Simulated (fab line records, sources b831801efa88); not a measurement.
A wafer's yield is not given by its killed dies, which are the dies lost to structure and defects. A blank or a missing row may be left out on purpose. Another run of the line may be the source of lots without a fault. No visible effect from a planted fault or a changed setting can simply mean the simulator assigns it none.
Split-lot experiment :: flow sfq_line :: route with 325 steps; 5 lots, 23 wafers read

== ABOUT THE SPLIT ==
At SFQ_TRILAYER_I4_VIA_LITHO_COAT_103 (resist thk 650 nm), the setting spin_rpm was moved away from the recipe's 3000 rpm on 8 of the 23 wafers read, by -5.1% to +2.8%. For the rest of the wafers, this setting stayed at what the recipe calls for.

== FROM THE SPLIT TO THE READING: what the file shows between them, 3 steps ==
- SFQ_TRILAYER_I4_VIA_LITHO_PEB_106: peb time 60 s (also split here: peb_temp_c)
- SFQ_TRILAYER_I4_VIA_LITHO_DEVELOP_105: time 60 s
- SFQ_TRILAYER_I4_VIA_BARC_OPEN_VIA_ETCH_146: etches BARC in O2, target depth 125 nm, time 41.7 s

== THE READING ==
KrF_of_TRILAYER_I4_VIA_LITHO_COAT_103.thk_nm (the simulator's own value, which no gauge read), in nm, at SFQ_TRILAYER_I4_VIA_ETCH_VIA_ETCH_106 (etches SiO2 in CHF3, stops on Nb, target depth 260 nm). The file gives no usual value for it. Here, 15 wafers ran the recipe; their average is 529.5 nm with a standard deviation of 2.6 nm.

wafer: L074.1
tool, chamber at the split: litho_track-02, 0
spin_rpm as run, rpm: 3000
against the recipe: recipe
KrF_of_TRILAYER_I4_VIA_LITHO_COAT_103.thk_nm, nm: 524.6
against lot-mates on the recipe: -

wafer: L074.4
tool, chamber at the split: litho_track-02, 0
spin_rpm as run, rpm: 3000
against the recipe: recipe
KrF_of_TRILAYER_I4_VIA_LITHO_COAT_103.thk_nm, nm: 531
against lot-mates on the recipe: -

wafer: L074.5
tool, chamber at the split: litho_track-02, 0
spin_rpm as run, rpm: 3000
against the recipe: recipe
KrF_of_TRILAYER_I4_VIA_LITHO_COAT_103.thk_nm, nm: 531.3
against lot-mates on the recipe: -

wafer: L076.1
tool, chamber at the split: litho_track-01, 0
spin_rpm as run, rpm: 3000
against the recipe: recipe
KrF_of_TRILAYER_I4_VIA_LITHO_COAT_103.thk_nm, nm: 528
against lot-mates on the recipe: -

wafer: L076.2
tool, chamber at the split: litho_track-01, 0
spin_rpm as run, rpm: 3083
against the recipe: +2.8%
KrF_of_TRILAYER_I4_VIA_LITHO_COAT_103.thk_nm, nm: 524.3
against lot-mates on the recipe: -5.8

wafer: L076.3
tool, chamber at the split: litho_track-01, 0
spin_rpm as run, rpm: 3000
against the recipe: recipe
KrF_of_TRILAYER_I4_VIA_LITHO_COAT_103.thk_nm, nm: 531.9
against lot-mates on the recipe: -

wafer: L076.4
tool, chamber at the split: litho_track-01, 0
spin_rpm as run, rpm: 3083
against the recipe: +2.8%
KrF_of_TRILAYER_I4_VIA_LITHO_COAT_103.thk_nm, nm: 522.4
against lot-mates on the recipe: -7.7

wafer: L076.5
tool, chamber at the split: litho_track-01, 0
spin_rpm as run, rpm: 3000
against the recipe: recipe
KrF_of_TRILAYER_I4_VIA_LITHO_COAT_103.thk_nm, nm: 530.3
against lot-mates on the recipe: -

wafer: L079.1
tool, chamber at the split: litho_track-02, 0
spin_rpm as run, rpm: 3000
against the recipe: recipe
KrF_of_TRILAYER_I4_VIA_LITHO_COAT_103.thk_nm, nm: 528.3
against lot-mates on the recipe: -

wafer: L079.2
tool, chamber at the split: litho_track-02, 0
spin_rpm as run, rpm: 3000
against the recipe: recipe
KrF_of_TRILAYER_I4_VIA_LITHO_COAT_103.thk_nm, nm: 524.8
against lot-mates on the recipe: -

wafer: L079.3
tool, chamber at the split: litho_track-02, 0
spin_rpm as run, rpm: 3000
against the recipe: recipe
KrF_of_TRILAYER_I4_VIA_LITHO_COAT_103.thk_nm, nm: 530.2
against lot-mates on the recipe: -

wafer: L079.4
tool, chamber at the split: litho_track-02, 0
spin_rpm as run, rpm: 3000
against the recipe: recipe
KrF_of_TRILAYER_I4_VIA_LITHO_COAT_103.thk_nm, nm: 527.9
against lot-mates on the recipe: -

wafer: L079.6
tool, chamber at the split: litho_track-02, 0
spin_rpm as run, rpm: 3000
against the recipe: recipe
KrF_of_TRILAYER_I4_VIA_LITHO_COAT_103.thk_nm, nm: 527.5
against lot-mates on the recipe: -

wafer: L080.1
tool, chamber at the split: litho_track-02, 0
spin_rpm as run, rpm: 3064
against the recipe: +2.1%
KrF_of_TRILAYER_I4_VIA_LITHO_COAT_103.thk_nm, nm: 522.9
against lot-mates on the recipe: -10.7

wafer: L080.2
tool, chamber at the split: litho_track-02, 0
spin_rpm as run, rpm: 3064
against the recipe: +2.1%
KrF_of_TRILAYER_I4_VIA_LITHO_COAT_103.thk_nm, nm: 524.2
against lot-mates on the recipe: -9.4

wafer: L080.4
tool, chamber at the split: litho_track-02, 0
spin_rpm as run, rpm: 3000
against the recipe: recipe
KrF_of_TRILAYER_I4_VIA_LITHO_COAT_103.thk_nm, nm: 533
against lot-mates on the recipe: -

wafer: L080.5
tool, chamber at the split: litho_track-02, 0
spin_rpm as run, rpm: 3000
against the recipe: recipe
KrF_of_TRILAYER_I4_VIA_LITHO_COAT_103.thk_nm, nm: 534.2
against lot-mates on the recipe: -

wafer: L080.6
tool, chamber at the split: litho_track-02, 0
spin_rpm as run, rpm: 3064
against the recipe: +2.1%
KrF_of_TRILAYER_I4_VIA_LITHO_COAT_103.thk_nm, nm: 522.5
against lot-mates on the recipe: -11.1

wafer: L084.1
tool, chamber at the split: litho_track-02, 0
spin_rpm as run, rpm: 2846
against the recipe: -5.1%
KrF_of_TRILAYER_I4_VIA_LITHO_COAT_103.thk_nm, nm: 547.3
against lot-mates on the recipe: +17.8

wafer: L084.4
tool, chamber at the split: litho_track-02, 0
spin_rpm as run, rpm: 2846
against the recipe: -5.1%
KrF_of_TRILAYER_I4_VIA_LITHO_COAT_103.thk_nm, nm: 547.3
against lot-mates on the recipe: +17.8

wafer: L084.2
tool, chamber at the split: litho_track-02, 0
spin_rpm as run, rpm: 2846
against the recipe: -5.1%
KrF_of_TRILAYER_I4_VIA_LITHO_COAT_103.thk_nm, nm: 546.2
against lot-mates on the recipe: +16.7

wafer: L084.3
tool, chamber at the split: litho_track-02, 0
spin_rpm as run, rpm: 3000
against the recipe: recipe
KrF_of_TRILAYER_I4_VIA_LITHO_COAT_103.thk_nm, nm: 528.8
against lot-mates on the recipe: -

wafer: L084.5
tool, chamber at the split: litho_track-02, 0
spin_rpm as run, rpm: 3000
against the recipe: recipe
KrF_of_TRILAYER_I4_VIA_LITHO_COAT_103.thk_nm, nm: 530.2
against lot-mates on the recipe: -

FIT RESULTS
A straight line over all 23 wafers: KrF_of_TRILAYER_I4_VIA_LITHO_COAT_103.thk_nm changes by -3.16 nm for each +1% of spin_rpm; r = -0.95; the points scatter about the line by 2.4 nm.
The same after taking each lot's own level away (the mean of its wafers on the recipe; 23 wafers): -3.45 nm for each +1%; r = -0.96; scatter 2.2 nm.
That fit puts the effect of the largest move of spin_rpm on the reading at 18 nm.
Measured against the standard deviation above, the lots' own levels, which go from 527.74 to 533.60 nm, span 2.2 times it.
Consequently the slope shifts little with the lot-to-lot level, the two slopes agreeing.
Check: for one of the wafers moved furthest among these (-5.1%), held out of the fit, the line's prediction against its lot-mates is +17.4 nm. Against them it came out at +17.8 nm.

== OTHER SPLITS ON THESE WAFERS ==
Note: prior to the reading, these wafers also went through further splits. Each is held against what the fit with the lots' levels taken away leaves over:
other split on the same wafers: SFQ_TRILAYER_M2_BARC_OPEN_METAL_ETCH_077 time_s
wafers away from the commonest value: 7
r with KrF_of_TRILAYER_I4_VIA_LITHO_COAT_103.thk_nm (lot level and that fit taken away): +0.23

other split on the same wafers: SFQ_TRILAYER_I2_CMP_CMP_064 leave_above_ref_nm
wafers away from the commonest value: 10
r with KrF_of_TRILAYER_I4_VIA_LITHO_COAT_103.thk_nm (lot level and that fit taken away): +0.03

other split on the same wafers: SFQ_TRILAYER_I2_VIA_ETCH_VIA_ETCH_070 bias_w
wafers away from the commonest value: 9
r with KrF_of_TRILAYER_I4_VIA_LITHO_COAT_103.thk_nm (lot level and that fit taken away): -0.07

other split on the same wafers: SFQ_TRILAYER_M4_LITHO_EXPOSE_094 dose_mj
wafers away from the commonest value: 10
r with KrF_of_TRILAYER_I4_VIA_LITHO_COAT_103.thk_nm (lot level and that fit taken away): -0.11

other split on the same wafers: SFQ_TRILAYER_I4_VIA_LITHO_PEB_106 peb_temp_c
wafers away from the commonest value: 11
r with KrF_of_TRILAYER_I4_VIA_LITHO_COAT_103.thk_nm (lot level and that fit taken away): +0.13

== THE WHOLE CHAIN: every reading that the file lists as answering this split, in the file's order ==
step: SFQ_TRILAYER_I4_VIA_LITHO_COAT_103
what it does: resist thk 650 nm
reading: KrF_of_TRILAYER_I4_VIA_LITHO_COAT_103.thk_nm (the simulator's own value, which no gauge read)
change (the file's fit): -3.31 nm for each +1% of the setting
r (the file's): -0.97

step: SFQ_TRILAYER_I4_VIA_ETCH_VIA_ETCH_106
what it does: etches SiO2 in CHF3, stops on Nb, target depth 260 nm
reading: KrF_of_TRILAYER_I4_VIA_LITHO_COAT_103.thk_nm (the simulator's own value, which no gauge read)
change (the file's fit): -3.38 nm for each +1% of the setting
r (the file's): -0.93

== THE FILE'S OWN FIT ==
KrF_of_TRILAYER_I4_VIA_LITHO_COAT_103.thk_nm changes by -3.38 nm for each +1% of spin_rpm, r = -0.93.
